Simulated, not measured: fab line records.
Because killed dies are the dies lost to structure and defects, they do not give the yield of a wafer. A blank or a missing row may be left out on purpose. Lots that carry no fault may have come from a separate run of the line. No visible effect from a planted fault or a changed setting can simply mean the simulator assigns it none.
A lot that was struck, set against a sound lot    flow sky130    14 steps out of a route of 708
Sound: wafers L100.2, L100.3, L100.4. Wafers struck: L109.4, L109.5, L109.6. The cause is named last.
At each step with rows: each side's tool, then ch and its chambers, then its first start. Under that, the readings that differ: sound wafers    struck wafers    difference of the means    sigmas: that difference in standard deviations of wafers without a fault.
alike: readings whose means differ by less than 2 such deviations, and words and numbers that are the same on both sides. not compared: withheld readings, readings that some wafer has no value for, bounds like >300 that may hide the same value, and numbers for which the record gives no deviation and whose values overlap.
A row with sigmas, a row that says differs or no value, or rows on one side alone: a step with any of these is where the two part. Numbers that don't overlap but have no deviation are shown without sigmas and don't part them. Lack of a reading on every wafer of one side parts them only where that side has two or more wafers.

first, 2 steps without rows for these wafers: SKY_LDD_LDN_PEB_05; SKY_LDD_LDN_DEVELOP_06 (develop time 60 s).
SKY_LDD_LDN_OVL_MEAS_07:
  sound on overlay-02 at day 25 06:53; struck on overlay-02 at day 28 05:43
  alike: LDD_LDN_OVL
then, 4 steps without rows for these wafers: SKY_LDD_LDN_IMPLANT_08; SKY_LDD_LDN_IMPLANT_09; SKY_LDD_LDN_IMPLANT_10; SKY_LDD_LDN_IMPLANT_11.
SKY_LDD_LDN_STRIP_12: strips in O2/N2.
  sound on plasma asher-04 ch 0,1, day 25 07:31; struck on plasma asher-04 ch 0,1, day 28 06:22
  alike: drypump motor current A, oes product au, strip time to endpoint s
  not compared: rf hours counter h
SKY_LDD_LDN_TW_MEAS_13:
  sound on film metro-03 at day 25 07:38; struck on film metro-03 at day 28 06:27
  alike: LDD_LDN_TW
then, 2 steps without rows for these wafers: SKY_LDD_LDN_CLEAN_14 (cleans in SC1/SC2, time 150 s); SKY_SPACER_CVD_00 (deposits Si3N4 from DCS/NH3, target thk 43.1 nm, time 740 s).
SKY_SPACER_THK_MEAS_01:
  sound on film metro-02 at day 25 10:47; struck on film metro-01 at day 28 09:01
  alike: SPACER_CVD_00_THK
SKY_SPACER_ETCHBACK_02: etches Si3N4 in CH3F/O2, stops on SiO2, time 46.7 s, target depth 45 nm.
  sound on rie diel-03 ch 0,2, day 25 10:50; struck on rie diel-03 ch 1,2, day 28 09:02
  no value came back on the struck wafers for any of 5 readings (O2_flow_sccm (sccm), bias w (W) and others); on the sound wafers O2_flow_sccm (sccm) reads 30.03 29.93 30.04
  not compared: rf hours counter h
-- the record jumps here: 21 days lie between the struck wafers' starts before and after (it left off in module SPACER and takes up again in module PAD_OPEN, whose first step shown is number 708 of the route) --
SKY_PAD_OPEN_PROBE_99:
  sound on prober-02 at day 47 12:07; struck on prober-01 at day 49 10:56
reading              sound      struck                                                                difference                    sigmas
hold                 - - -      await dispo/4.8h/scrap await dispo/4.8h/scrap await dispo/4.8h/scrap  no value on the sound wafers  
killed at front end  10 12 10   411 410 430                                                           +406                          +86
killed dies          77 102 83  492 492 492                                                           +405                          +41
killed on rim        13 25 15   96 96 96                                                              +78                           +20
  alike: killed_at_M0_to_M3, killed_at_M4_up, killed at contacts, killed at other, killed open, killed short

## WHERE THEY PART
Earliest at SKY_SPACER_ETCHBACK_02; latest, in this record, at SKY_PAD_OPEN_PROBE_99.

WHY: what had been put in by the simulator
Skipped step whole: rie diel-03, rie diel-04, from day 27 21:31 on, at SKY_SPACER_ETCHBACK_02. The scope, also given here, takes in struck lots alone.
